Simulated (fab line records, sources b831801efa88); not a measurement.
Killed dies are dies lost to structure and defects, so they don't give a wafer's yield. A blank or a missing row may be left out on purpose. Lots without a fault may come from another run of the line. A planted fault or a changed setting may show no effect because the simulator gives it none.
Which tool did it? | flow sky130 | 13 lots, 39 wafers sampled, at 4 steps of a route of 708

WHAT THE GAUGES READ, wafer by wafer
SKY_DNWELL_TW_MEAS_09.
lot  | measured    | on            | DNWELL_TW
L490 | day 3 09:47 | film_metro-01 | 1110 1102 1107
L492 | day 3 19:05 | film_metro-01 | 1108 1104 1105
L497 | day 4 23:10 | film_metro-03 | 1118 1108 1114
L498 | day 5 09:28 | film_metro-01 | 1104 1109 1105
L499 | day 5 15:52 | film_metro-03 | 1109 1109 1110
L500 | day 5 20:52 | film_metro-02 | 1109 1109 1118
L502 | day 6 04:41 | film_metro-03 | 1110 1114 1105
L503 | day 6 06:08 | film_metro-01 | 1388 1388 1382
L504 | day 6 19:53 | film_metro-03 | 1106 1106 1108
L506 | day 7 05:17 | film_metro-02 | 1111 1115 1106
L508 | day 7 11:56 | film_metro-03 | 1103 1110 1105
L509 | day 7 16:43 | film_metro-03 | 1381 1389 1385
L510 | day 8 00:39 | film_metro-01 | 1098 1101 1097

SKY_LDD_N_TW_MEAS_17.
lot  | measured     | on            | LDD_N_TW
L490 | day 18 03:37 | film_metro-04 | 2600 2598 2578
L492 | day 18 18:37 | film_metro-02 | 2573 2570 2589
L497 | day 20 17:14 | film_metro-01 | 2553 2540 2545
L498 | day 21 11:37 | film_metro-02 | 2583 2577 2592
L499 | day 21 22:47 | film_metro-01 | 2577 2565 2591
L500 | day 22 05:41 | film_metro-02 | 2586 2575 2565
L502 | day 22 14:43 | film_metro-01 | 2565 2563 2579
L503 | day 22 19:35 | film_metro-01 | 2574 2566 2568
L504 | day 23 16:13 | film_metro-01 | 2562 2554 2569
L506 | day 24 09:30 | film_metro-01 | 2567 2562 2558
L508 | day 24 15:46 | film_metro-01 | 2576 2549 2559
L509 | day 24 23:41 | film_metro-04 | 2581 2581 2595
L510 | day 25 08:08 | film_metro-04 | 2593 2588 2584

SKY_SD_P_OVL_MEAS_08.
lot  | measured     | on         | SD_P_OVL (nm)
L490 | day 25 19:25 | overlay-02 | -1.2 -1.3 1.9
L492 | day 26 10:01 | overlay-01 | -0.2 0.1 1.1
L497 | day 28 04:58 | overlay-01 | -0.8 1.2 0.0
L498 | day 28 23:58 | overlay-02 | -0.1 -0.2 0.9
L499 | day 29 08:34 | overlay-02 | 1.4 -0.5 0.2
L500 | day 29 16:40 | overlay-02 | -0.7 1.5 1.3
L502 | day 30 00:55 | overlay-02 | 2.1 0.9 -1.2
L503 | day 30 04:48 | overlay-01 | 2.7 1.4 2.8
L504 | day 30 23:22 | overlay-02 | 0.4 -0.9 0.5
L506 | day 31 14:15 | overlay-01 | 1.0 0.2 -0.5
L508 | day 31 19:57 | overlay-01 | -0.5 -1.6 2.5
L509 | day 32 03:32 | overlay-02 | 0.3 1.4 -0.9
L510 | day 32 11:42 | overlay-01 | 2.9 2.8 4.1

WHICH TOOL RAN EACH LOT (tool, then ch and the chambers of the sampled wafers, then the start)
lot  | SKY_DNWELL_IMPLANT_07
L490 | implanter-03 ch 0, day 3 09:32
L492 | implanter-03 ch 0, day 3 18:50
L497 | implanter-04 ch 0, day 4 22:56
L498 | implanter-03 ch 0, day 5 09:16
L499 | implanter-03 ch 0, day 5 15:37
L500 | implanter-03 ch 0, day 5 20:37
L502 | implanter-01 ch 0, day 6 04:26
L503 | implanter-01 ch 0, day 6 05:35
L504 | implanter-01 ch 0, day 6 19:38
L506 | implanter-03 ch 0, day 7 05:04
L508 | implanter-04 ch 0, day 7 11:42
L509 | implanter-03 ch 0, day 7 16:08
L510 | implanter-04 ch 0, day 8 00:25
- SKY_DNWELL_IMPLANT_07

WHAT THE TOOLS THEMSELVES READ (means of the sampled wafers that have a number; where no wafer has one, the mark that the record gives instead)
The record holds no such reading with a usual standard deviation.

THE ANSWER, worked out from the rows above alone
Rule: what is usual is taken from the lots themselves. Put in order of their means at a reading, lots are off if they are a third of the lots or fewer, leave a main group of 4 or more, and stand apart from it by a gap of 3 or more times the standard deviation of the main group's means; of several such gaps the widest counts. A main group whose means are all the same, to the digits that the tables above print for the reading, isn't used. A lot without any number at a reading at which 4 lots or more have one is off too. The other lots that the step has rows for count as sound. The gauges are gone through in route order, then the tools' own readings, and for those a lot's mean is taken as printed above. The first step at which some lot is off is used, and at that step the reading that is off furthest; a lot without a number counts as furthest.
Off: L503, L509, at SKY_DNWELL_TW_MEAS_09 (DNWELL_TW). The main group: mean 1108, standard deviation 3.8.
A tool fits if, at a process step before that reading, it ran every lot that is off, and no sound lot after the first of them. The gauges at SKY_DNWELL_TW_MEAS_09 are tried like those tools. None of those tried fits.

WHAT THE SIMULATOR HAD PUT IN
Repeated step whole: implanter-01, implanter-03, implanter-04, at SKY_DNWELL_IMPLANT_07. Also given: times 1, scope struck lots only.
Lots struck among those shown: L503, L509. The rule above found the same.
